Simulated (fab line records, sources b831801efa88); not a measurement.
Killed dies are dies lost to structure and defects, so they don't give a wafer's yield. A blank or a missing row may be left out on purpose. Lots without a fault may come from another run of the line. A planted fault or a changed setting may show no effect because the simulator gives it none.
Which tool did it? | flow gf180mcu | 14 lots, 42 wafers sampled, at 2 steps of a route of 602

WHAT THE GAUGES READ, wafer by wafer
GF_V5_OVL_MEAS_15.
lot  | measured     | on         | V5_OVL (nm)
L651 | day 27 05:10 | overlay-02 | 5 -1 8
L652 | day 27 13:40 | overlay-01 | 2 -3 3
L653 | day 27 21:36 | overlay-01 | -7 -11 -1
L655 | day 28 15:07 | overlay-01 | 0 1 4
L656 | day 29 04:17 | overlay-01 | -3 -14 2
L658 | day 29 08:58 | overlay-01 | -7 -7 -3
L659 | day 29 21:12 | overlay-02 | -3 3 10
L662 | day 30 20:44 | overlay-01 | -1 1 1
L664 | day 31 00:57 | overlay-02 | 3 1 -2
L663 | day 31 09:07 | overlay-01 | 3 -6 -2
L667 | day 31 22:03 | overlay-02 | 6 6 15
L670 | day 32 15:02 | overlay-01 | 9 2 3
L672 | day 33 03:26 | overlay-02 | -1 -9 -3
L674 | day 33 13:34 | overlay-01 | -1 4 2

WHICH TOOL RAN EACH LOT (tool, then ch and the chambers of the sampled wafers, then the start)
lot  | GF_CONTACT_SPUTTER_23
L651 | pvd_sputter-02, day 16 03:49
L652 | pvd_sputter-03, day 16 13:01
L653 | pvd_sputter-02, day 16 15:55
L655 | pvd_sputter-02, day 17 20:31
L656 | pvd_sputter-02, day 18 06:04
L658 | pvd_sputter-02, day 18 13:49
L659 | pvd_sputter-04, day 19 05:31
L662 | pvd_sputter-02, day 20 10:52
L664 | pvd_sputter-02, day 20 18:13
L663 | pvd_sputter-04, day 21 09:43
L667 | pvd_sputter-03, day 22 03:25
L670 | pvd_sputter-03, day 22 22:10
L672 | pvd_sputter-04, day 23 15:53
L674 | pvd_sputter-03, day 24 05:32
- GF_CONTACT_SPUTTER_23: material TiN, target thk 10 nm, time 40 s.

WHAT THE TOOLS THEMSELVES READ (means of the sampled wafers that have a number; where no wafer has one, the mark that the record gives instead)
GF_CONTACT_SPUTTER_23.
lot  | tool           | throttle_valve_pct (%)
L651 | pvd_sputter-02 | 28.8
L652 | pvd_sputter-03 | 30.0
L653 | pvd_sputter-02 | 29.2
L655 | pvd_sputter-02 | 29.3
L656 | pvd_sputter-02 | 29.4
L658 | pvd_sputter-02 | 29.1
L659 | pvd_sputter-04 | 30.4
L662 | pvd_sputter-02 | 29.2
L664 | pvd_sputter-02 | 28.7
L663 | pvd_sputter-04 | 30.4
L667 | pvd_sputter-03 | 30.1
L670 | pvd_sputter-03 | 29.9
L672 | pvd_sputter-04 | 30.2
L674 | pvd_sputter-03 | 29.9

THE ANSWER, worked out from the rows above alone
Rule: what is usual is taken from the lots themselves. Put in order of their means at a reading, lots are off if they are a third of the lots or fewer, leave a main group of 4 or more, and stand apart from it by a gap of 3 or more times the standard deviation of the main group's means; of several such gaps the widest counts. A main group whose means are all the same, to the digits that the tables above print for the reading, isn't used. A lot without any number at a reading at which 4 lots or more have one is off too. The other lots that the step has rows for count as sound. The gauges are gone through in route order, then the tools' own readings, and for those a lot's mean is taken as printed above. The first step at which some lot is off is used, and at that step the reading that is off furthest; a lot without a number counts as furthest.
No lot is off at any reading shown: from this, nothing can be told.

WHAT THE SIMULATOR HAD PUT IN
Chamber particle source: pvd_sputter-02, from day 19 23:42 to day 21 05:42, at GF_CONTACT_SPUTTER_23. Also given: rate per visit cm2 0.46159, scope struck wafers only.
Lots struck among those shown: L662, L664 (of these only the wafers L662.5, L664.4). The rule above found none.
